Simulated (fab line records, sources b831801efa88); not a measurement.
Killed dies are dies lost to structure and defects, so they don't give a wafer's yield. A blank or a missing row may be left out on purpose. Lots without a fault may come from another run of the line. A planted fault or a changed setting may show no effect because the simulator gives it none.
fab line records | flow sky130
record lots=11 wafers=33 last_day=50
route steps=708 shown POLY_CUT@315 SD_N@351
lots that met no fault: from a run of the same line without faults
start_h: hours from the record's first day to the start of the lot's first wafer shown | wait_h: hours since the lot's step before | " the same as in the row above | L1.1+2: a row that stands for several wafers | - no value, or no start given | * or withheld: withheld | < > ~ a bound
route shown NAME@n: a module of which the file shows steps, and the number in the route of the first | usual: mean/standard deviation of fault-free wafers | same: alike in all rows | chamber/n: place in a boat | sites: the reading at each site | _std_site: their standard deviation | _edge_site: outer sites' mean less inner sites' | radius_mm: how far each site lies from the wafer's centre | mask NAME#n: copy n | behind: the tool/chamber that last shaped the wafer | hold: why the lot was held/for how many hours/how that ended | device: the transistor (n, p or np) that didn't switch | end of line: the same wafers' tests at the end of the route | a step without rows: its recipe alone | killed: dies lost to structure and defects at the first sort, not the wafer's yield | map: a wafer's dies, x killed, . not, _ none there
set.NAME: the setting as run; set.NAME@STEP: as run at that earlier step | model.NAME: the simulator's own value behind a step, which no gauge read
steps of the route over a sample of lots; a table a step, a row a wafer
services: from which hour (start_h, from the record's first day; less than 0 if before it) a tool's chamber was out of use, for how many hours, and why
## steps
# step SKY_POLY_CUT_CD_MEAS_08
# recipe target_cd_nm=270
# usual cd_nm=270.0/1.6
# columns lot.wafer tool chamber start_h wait_h cd_nm
L507.1 cd_sem-02 - 546.72 - 271.3
L507.3 " - " " 273.1
L507.5 " - " " 271.6
L508.1 cd_sem-01 - 549.85 - 271.2
L508.3 " - " " 270.4
L508.5 " - " " 271.6
L511.2 cd_sem-02 - 588.24 - 269.6
L511.3 " - " " 268.6
L511.4 " - " " 269.5
L512.2 cd_sem-02 - 608.62 - 270.5
L512.4 " - " " 270.6
L512.5 " - " " 271.0
L513.2 cd_sem-02 - 618.77 - 268.8
L513.3 " - " " 269.6
L513.4 " - " " 270.7
L514.2 cd_sem-01 - 622.42 - 273.3
L514.3 " - " " 270.5
L514.6 " - " " 271.4
L515.2 cd_sem-01 - 636.79 - 271.1
L515.3 " - " " 271.5
L515.4 " - " " 270.5
L517.3 cd_sem-02 - 666.56 - 268.8
L517.5 " - " " 268.1
L517.6 " - " " 268.2
L524.1 cd_sem-01 - 696.02 - 268.8
L524.3 " - " " 270.0
L524.4 " - " " 271.2
L527.1 cd_sem-01 - 723.62 - 269.3
L527.2 " - " " 269.1
L527.6 " - " " 267.5
L530.1 cd_sem-02 - 743.87 - 269.9
L530.2 " - " " 270.3
L530.5 " - " " 269.9
# step SKY_POLY_CUT_OVL_MEAS_09
# usual POLY_CUT_OVL=0/5.6
# columns lot.wafer tool chamber start_h wait_h POLY_CUT_OVL[nm]
L507.1 overlay-01 - 546.84 0.1 -6
L507.3 " - " " -8
L507.5 " - " " -5
L508.1 overlay-02 - 549.97 0.1 -1
L508.3 " - " " 3
L508.5 " - " " 4
L511.2 overlay-02 - 588.35 0.1 3
L511.3 " - " " -1
L511.4 " - " " 8
L512.2 overlay-01 - 608.72 0.1 -1
L512.4 " - " " 2
L512.5 " - " " 0
L513.2 overlay-01 - 618.87 0.1 0
L513.3 " - " " 9
L513.4 " - " " 2
L514.2 overlay-01 - 622.52 0.1 0
L514.3 " - " " 0
L514.6 " - " " -2
L515.2 overlay-01 - 636.90 0.1 -8
L515.3 " - " " -5
L515.4 " - " " -4
L517.3 overlay-02 - 666.65 0.1 -8
L517.5 " - " " -7
L517.6 " - " " -1
L524.1 overlay-02 - 696.14 0.1 -2
L524.3 " - " " 3
L524.4 " - " " -9
L527.1 overlay-02 - 723.74 0.1 -5
L527.2 " - " " -2
L527.6 " - " " -2
L530.1 overlay-02 - 743.99 0.1 -2
L530.2 " - " " 0
L530.5 " - " " 1
# step SKY_POLY_CUT_STRIP_12
# recipe chemistry=O2/N2 power_w=1400 pressure_mtorr=1500 platen_temp_c=withheld o2_flow_sccm=3000 n2_flow_sccm=300 overash_fraction=0.5
# usual drypump_motor_current_A=6.01/0.28 o2_flow_sccm=3001/9.8 oes_product_au=0.453/0.0043 strip_time_to_endpoint_s=5.350/0.016
# columns lot.wafer tool chamber start_h wait_h drypump_motor_current_A o2_flow_sccm oes_product_au rf_hours_counter_h strip_time_to_endpoint_s
L507.1 plasma_asher-01 0 546.96 0.0 6.17 2993 0.456 72 5.334
L507.3 " 1 " " 6.11 2999 0.452 - 5.332
L507.5 " 0 " " 6.16 3009 0.451 - 5.371
L508.1 plasma_asher-02 0 550.08 0.0 5.94 2989 0.448 13 5.364
L508.3 " 1 " " 5.51 3010 0.450 - 5.339
L508.5 " 1 " " 5.60 2994 0.461 - 5.347
L511.2 plasma_asher-03 0 588.46 0.0 6.47 2995 0.451 43 5.331
L511.3 " 0 " " 6.44 2993 0.456 - 5.333
L511.4 " 1 " " 5.79 2995 0.445 - 5.337
L512.2 plasma_asher-02 0 608.83 0.0 5.91 3000 0.449 19 5.331
L512.4 " 0 " " 5.92 3011 0.451 - 5.329
L512.5 " 0 " " 5.92 3017 0.450 - 5.347
L513.2 plasma_asher-01 1 618.98 0.0 6.09 2989 0.461 79 5.364
L513.3 " 0 " " 6.17 3005 0.448 - 5.379
L513.4 " 1 " " 6.09 2978 0.448 - 5.369
L514.2 plasma_asher-02 0 622.63 0.0 5.92 3018 0.452 19 5.334
L514.3 " 0 " " 5.94 3017 0.455 - 5.365
L514.6 " 1 " " 5.50 2993 0.453 - 5.349
L515.2 plasma_asher-01 0 637.01 0.0 6.15 3020 0.452 81 5.343
L515.3 " 1 " " 6.09 2996 0.448 - 5.345
L515.4 " 0 " " 6.16 3005 0.451 - 5.355
L517.3 plasma_asher-03 0 666.79 0.1 6.46 3007 0.456 - 5.359
L517.5 " 0 " " 6.48 3004 0.450 - 5.343
L517.6 " 1 " " 5.79 3004 0.454 - 5.347
L524.1 plasma_asher-03 1 696.26 0.0 5.79 2992 0.458 54 5.339
L524.3 " 1 " " 5.79 2993 0.444 - 5.340
L524.4 " 0 " " 6.44 2995 0.451 - 5.322
L527.1 plasma_asher-03 0 723.86 0.0 6.45 3015 0.446 57 5.350
L527.2 " 1 " " 5.81 2997 0.448 57 5.346
L527.6 " 1 " " 5.81 3007 0.447 - 5.325
L530.1 plasma_asher-03 1 744.11 0.0 5.81 3007 0.451 58 5.361
L530.2 " 0 " " 6.45 2993 0.452 58 5.364
L530.5 " 1 " " 5.79 2990 0.449 - 5.355
# step SKY_SD_N_IMPLANT_09
# recipe species=As energy_kev=50 dose_cm2=4e+15 tilt_deg=0
# usual beam_energy_keV=49.998/0.013 dose_ions_cm2=4e+15/4.8e+12 end_station_pressure_torr=1.19e-05/7.2e-07 faraday_current_uA=10714/460
# columns lot.wafer tool chamber start_h wait_h beam_energy_keV dose_ions_cm2 end_station_pressure_torr faraday_current_uA
L507.1 implanter-01 0 635.98 0.0 49.998 4.004e+15 1.22e-05 10413
L507.3 " 0 " " 49.993 4.003e+15 1.14e-05 10961
L507.5 " 0 " " 50.002 4.003e+15 1.22e-05 10646
L508.1 implanter-04 0 638.07 0.0 49.987 4.002e+15 1.27e-05 10975
L508.3 " 0 " " 49.992 3.999e+15 1.22e-05 10691
L508.5 " 0 " " 49.983 4.004e+15 1.18e-05 11024
L511.2 implanter-03 0 673.54 0.0 50.023 3.995e+15 1.11e-05 10149
L511.3 " 0 " " 50.008 3.995e+15 1.22e-05 10214
L511.4 " 0 " " 50.005 3.995e+15 1.13e-05 10215
L512.2 implanter-04 0 694.24 0.0 50.010 4.01e+15 1.3e-05 11000
L512.4 " 0 " " 50.019 3.995e+15 1.34e-05 11093
L512.5 " 0 " " 49.981 4.006e+15 1.31e-05 11551
L513.2 implanter-01 0 703.20 0.0 49.995 3.998e+15 1.15e-05 10662
L513.3 " 0 " " 50.014 3.995e+15 1.29e-05 10493
L513.4 " 0 " " 49.998 3.997e+15 1.13e-05 11133
L514.2 implanter-03 0 705.90 0.0 50.008 3.998e+15 1.11e-05 10009
L514.3 " 0 " " 50.008 4.01e+15 1.13e-05 10171
L514.6 " 0 " " 50.014 4.002e+15 1.14e-05 9871
L515.2 implanter-01 0 721.70 0.0 50.004 4.003e+15 1.2e-05 10831
L515.3 " 0 " " 49.973 4.005e+15 1.14e-05 10767
L515.4 " 0 " " 49.990 4.005e+15 1.14e-05 10880
L517.3 implanter-04 0 750.17 0.1 49.996 3.999e+15 1.35e-05 11487
L517.5 " 0 " " 49.991 3.996e+15 1.27e-05 11192
L517.6 " 0 " " 49.983 3.997e+15 1.24e-05 11542
L524.1 implanter-01 0 778.07 0.0 49.995 3.659e+15 1.28e-05 10867
L524.3 " 0 " " 50.017 3.65e+15 1.28e-05 10766
L524.4 " 0 " " 49.995 3.655e+15 1.28e-05 10836
L527.1 implanter-01 0 804.07 0.0 50.013 3.663e+15 1.12e-05 10694
L527.2 " 0 " " 50.009 3.659e+15 1.22e-05 11239
L527.6 " 0 " " 49.999 3.659e+15 1.23e-05 10491
L530.1 implanter-03 0 824.52 0.0 50.010 4.004e+15 1.1e-05 10086
L530.2 " 0 " " 50.028 4.002e+15 1.13e-05 9865
L530.5 " 0 " " 50.007 3.996e+15 1.18e-05 10181
# step SKY_SD_N_STRIP_11
# recipe chemistry=O2/N2 power_w=1400 pressure_mtorr=1500 platen_temp_c=withheld o2_flow_sccm=3000 n2_flow_sccm=300 overash_fraction=0.5
# usual drypump_motor_current_A=6.0/0.31 o2_flow_sccm=3000/9.8 oes_product_au=0.527/0.0043 strip_time_to_endpoint_s=22.52/0.039
# columns lot.wafer tool chamber start_h wait_h drypump_motor_current_A o2_flow_sccm oes_product_au rf_hours_counter_h strip_time_to_endpoint_s
L507.1 plasma_asher-02 0 636.28 0.1 5.9 3001 0.524 21 22.47
L507.3 " 1 " " 5.5 2995 0.525 - 22.43
L507.5 " 0 " " 5.9 3001 0.524 - 22.45
L508.1 plasma_asher-02 0 638.37 0.1 5.9 2998 0.531 21 22.60
L508.3 " 0 " " 5.9 2998 0.522 - 22.59
L508.5 " 1 " " 5.6 2997 0.527 - 22.59
L511.2 plasma_asher-03 0 673.82 0.1 6.5 3003 0.524 52 22.55
L511.3 " 0 " " 6.5 2992 0.528 - 22.54
L511.4 " 1 " " 5.8 3009 0.532 - 22.53
L512.2 plasma_asher-04 0 694.52 0.1 6.0 2991 0.532 103 22.48
L512.4 " 0 " " 6.0 2966 0.520 - 22.45
L512.5 " 1 " " 6.3 2993 0.527 - 22.46
L513.2 plasma_asher-03 0 703.48 0.1 6.5 2987 0.526 55 22.52
L513.3 " 0 " " 6.4 2994 0.524 - 22.55
L513.4 " 1 " " 5.8 3005 0.527 - 22.56
L514.2 plasma_asher-04 0 706.17 0.1 6.0 2990 0.539 104 22.51
L514.3 " 0 " " 6.0 2985 0.528 - 22.47
L514.6 " 1 " " 6.3 3010 0.527 - 22.47
L515.2 plasma_asher-03 0 721.98 0.1 6.5 2997 0.530 56 22.54
L515.3 " 0 " " 6.4 3006 0.530 - 22.53
L515.4 " 1 " " 5.8 3023 0.528 - 22.52
L517.3 plasma_asher-04 0 750.46 0.1 6.0 3004 0.520 - 22.56
L517.5 " 1 " " 6.3 3011 0.521 - 22.56
L517.6 " 0 " " 6.0 2999 0.533 - 22.62
L524.1 plasma_asher-03 1 778.37 0.1 5.8 2995 0.526 61 22.18
L524.3 " 1 " " 5.8 2980 0.539 - 22.16
L524.4 " 0 " " 6.5 2983 0.531 - 22.18
L527.1 plasma_asher-02 1 804.37 0.1 5.6 2998 0.536 38 22.22
L527.2 " 0 " " 5.9 2994 0.526 38 22.24
L527.6 " 0 " " 5.9 2996 0.527 - 22.20
L530.1 plasma_asher-03 1 824.82 0.1 5.8 2998 0.526 67 22.47
L530.2 " 0 " " 6.5 2998 0.525 67 22.50
L530.5 " 0 " " 6.4 3006 0.522 - 22.46
# step SKY_SD_N_RS_MEAS_16
# recipe thk_meas_gauge=four-point-probe
# usual SD_N_RS=68.56/0.13
# columns lot.wafer tool chamber start_h wait_h SD_N_RS[ohm/sq]
L507.1 film_metro-03 - 636.66 0.1 68.37
L507.3 " - " " 68.46
L507.5 " - " " 68.26
L508.1 film_metro-02 - 638.81 0.1 68.55
L508.3 " - " " 68.62
L508.5 " - " " 68.66
L511.2 film_metro-02 - 674.23 0.1 68.71
L511.3 " - " " 68.78
L511.4 " - " " 68.85
L512.2 film_metro-03 - 694.93 0.1 68.57
L512.4 " - " " 68.44
L512.5 " - " " 68.49
L513.2 film_metro-01 - 703.89 0.1 68.59
L513.3 " - " " 68.58
L513.4 " - " " 68.61
L514.2 film_metro-01 - 706.63 0.1 68.61
L514.3 " - " " 68.59
L514.6 " - " " 68.65
L515.2 film_metro-02 - 722.38 0.1 68.53
L515.3 " - " " 68.62
L515.4 " - " " 68.69
L517.3 film_metro-02 - 750.85 0.1 68.61
L517.5 " - " " 68.79
L517.6 " - " " 68.62
L524.1 film_metro-01 - 778.76 0.1 69.54
L524.3 " - " " 69.36
L524.4 " - " " 69.36
L527.1 film_metro-01 - 804.78 0.1 69.27
L527.2 " - " " 69.24
L527.6 " - " " 69.23
L530.1 film_metro-02 - 825.21 0.1 68.62
L530.2 " - " " 68.83
L530.5 " - " " 68.65
## services
# columns tool chamber start_h hours kind
implanter-04 - 524.05 3.9 pm
plasma_asher-01 - 532.70 1.3 repair
plasma_asher-03 - 535.49 34.0 repair
plasma_asher-01 - 547.79 10.0 pm
plasma_asher-02 - 560.78 0.3 repair
plasma_asher-02 - 586.21 9.7 repair
implanter-03 - 596.13 3.8 repair
plasma_asher-03 - 606.07 7.9 repair
plasma_asher-02 - 610.76 11.4 repair
implanter-03 - 613.24 29.3 pm
implanter-03 - 642.58 9.9 pm
implanter-01 - 668.99 2.9 pm
plasma_asher-02 - 682.81 1.2 repair
plasma_asher-03 - 695.68 0.5 repair
plasma_asher-03 - 707.93 1.4 repair
plasma_asher-03 - 728.29 8.6 repair
plasma_asher-04 - 733.75 9.0 pm
plasma_asher-04 0 733.75 9.0 vent_cycle
plasma_asher-04 1 733.75 9.0 vent_cycle
plasma_asher-04 0 742.75 - clean
implanter-03 - 783.27 1.4 repair
plasma_asher-04 - 788.76 44.5 pm
implanter-01 - 798.09 1.1 repair
implanter-03 - 811.08 7.8 pm
## key
first_sign step=SKY_SD_N_IMPLANT_09 reading=dose_ions_cm2 direction=down sigmas=72 usual=* struck=*
effect step=SKY_SD_N_STRIP_11 reading=strip_time_to_endpoint_s direction=down sigmas=8.4 usual=* struck=*
effect step=SKY_SD_N_RS_MEAS_16 reading=SD_N_RS direction=up sigmas=5.8 usual=68.56 struck=69.33
met_at SKY_SD_N_IMPLANT_09
struck_lots L524,L527
tester_left_out L524,L527
not_acting_at SKY_POLY_CUT_CD_MEAS_08,SKY_POLY_CUT_OVL_MEAS_09,SKY_POLY_CUT_STRIP_12
onset_between 721.70 778.07
fault kind=process_parameter_drift tool=implanter-01 chamber=- onset_h=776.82 steps=SKY_SD_N_IMPLANT_09 channel=dose_cm2 offset=* shape=step end_h=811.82 acts_in=* stated=*
# tester_left_out: of these lots the tester's yield and bins aren't shown, on N5 and GAA mostly nor the transistor test; their killed dies are dies lost to structure and defects alone, not to doping, threshold or leakage, so they don't give the yield
